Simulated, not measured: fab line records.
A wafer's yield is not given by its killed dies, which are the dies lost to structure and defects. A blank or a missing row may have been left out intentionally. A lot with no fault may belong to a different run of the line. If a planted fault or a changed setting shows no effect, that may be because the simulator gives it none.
A lot that was struck, set against a sound lot ; flow sky130 ; 15 steps out of a route of 708
Sound: these wafers, L124.1, L124.4, L124.6. Struck: wafer L117.1. (L117.3, L117.4 of the same lot were not struck and are left out.) The cause comes at the end.
Per side, at each step with rows, come the tool, then ch with its chambers, and then its first start. Under that, the readings that differ: sound wafers ; struck wafers ; difference of the means ; sigmas: that difference in standard deviations of wafers without a fault.
alike: readings with means less than 2 such deviations apart, plus words and numbers identical on both sides. not compared: withheld readings, readings lacking a value on some wafer, bounds such as >300 that could conceal the same value, and numbers that have no deviation in the record and whose values overlap.
The two part at a step that has a row with sigmas, a row that says differs or no value, or rows on one side only. When numbers do not overlap yet have no deviation, they are printed without sigmas and do not part them. A reading that every wafer of one side lacks parts them only if that side has two wafers or more.

first, 1 step without rows for these wafers: SKY_POLY_GATE_CVD_03 (deposits Si3N4 from DCS/NH3, target thk 75 nm, time 1290 s).
SKY_POLY_GATE_THK_MEAS_04:
  struck on filmMetro-02, day 19 20:56; sound on filmMetro-02, day 22 07:32
  alike: POLY_GATE_CVD_03_THK
then, 8 steps without rows for these wafers: SKY_POLY_GATE_DEHYDRATE_05 (time 60 s); SKY_POLY_GATE_HMDS_06 (prime time 60 s); SKY_POLY_GATE_COAT_07 (resist thk 110 nm); SKY_POLY_GATE_COAT_08 (resist thk 450 nm); SKY_POLY_GATE_SOFTBAKE_09 (time 90 s); SKY_POLY_GATE_EXPOSE_10 (exposes mask P1M, target cd 150 nm); SKY_POLY_GATE_PEB_11; SKY_POLY_GATE_DEVELOP_12 (develop time 60 s).
SKY_POLY_GATE_CD_MEAS_13: the cd target is 150 nm.
  struck on cdSem-01, day 21 03:18; sound on cdSem-01, day 23 13:44
  alike: cdNm
SKY_POLY_GATE_OVL_MEAS_14:
  struck on overlay-02, day 21 03:25; sound on overlay-01, day 23 13:52
  alike: POLY_GATE_OVL
SKY_POLY_GATE_ETCH_15: etches BARC in N2/H2, stops on SiO2, time 118.5 s, target depth 110 nm.
  sound on rieDiel-03 ch 0,2,3, day 23 13:53; struck on rieDiel-03 ch 3, day 21 03:28
reading;sound;struck;difference;sigmas
oesProductAu (a.u.);0.708 0.715 0.713;0.701;-0.011;-2
runLengthS (s);146.6 146.5 147.6;150.3;+3.4;+8
throttleValvePct (%);13.220 13.226 13.228;13.200;-0.025;-3
model.KrF-thick_of_POLY_GATE_COAT_08.thkNm (nm);346.3 346 344.5;341.9;-3.7;
model.SiO2_of_SONOS_ONO_CVD_04.thkNm (nm);4.292 4.368 4.297;3.981;-0.338;
  alike: biasW, chamberPressureMTorr, drypumpMotorCurrentA
  not compared: rfHoursCounterH
SKY_POLY_GATE_ETCH_16: etches Si3N4 in CH3F/O2, stops on poly-Si, time 147.5 s, target depth 75 nm.
  sound on rieDiel-03 ch 0,2,3, day 23 13:59; struck on rieDiel-03 ch 3, day 21 03:32
  alike: biasW, chamberPressureMTorr, drypumpMotorCurrentA, oesProductAu, runLengthS, throttleValvePct
  not compared: rfHoursCounterH
-- the record jumps here: 28 days lie between the struck wafers' starts before and after (it left off in module POLY_GATE and takes up again in module PAD_OPEN, whose first step shown is number 708 of the route) --
SKY_PAD_OPEN_PROBE_99:
  only the struck wafers here have rows in the record (prober-01, day 48 23:52); the sound ones have none

== WHERE THEY PART ==
First at SKY_POLY_GATE_ETCH_15; last, within this record, at SKY_PAD_OPEN_PROBE_99.

WHY: the cause the simulator had injected
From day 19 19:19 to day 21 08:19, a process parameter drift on rieDiel-03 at SKY_POLY_GATE_ETCH_15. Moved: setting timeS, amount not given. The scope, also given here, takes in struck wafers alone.
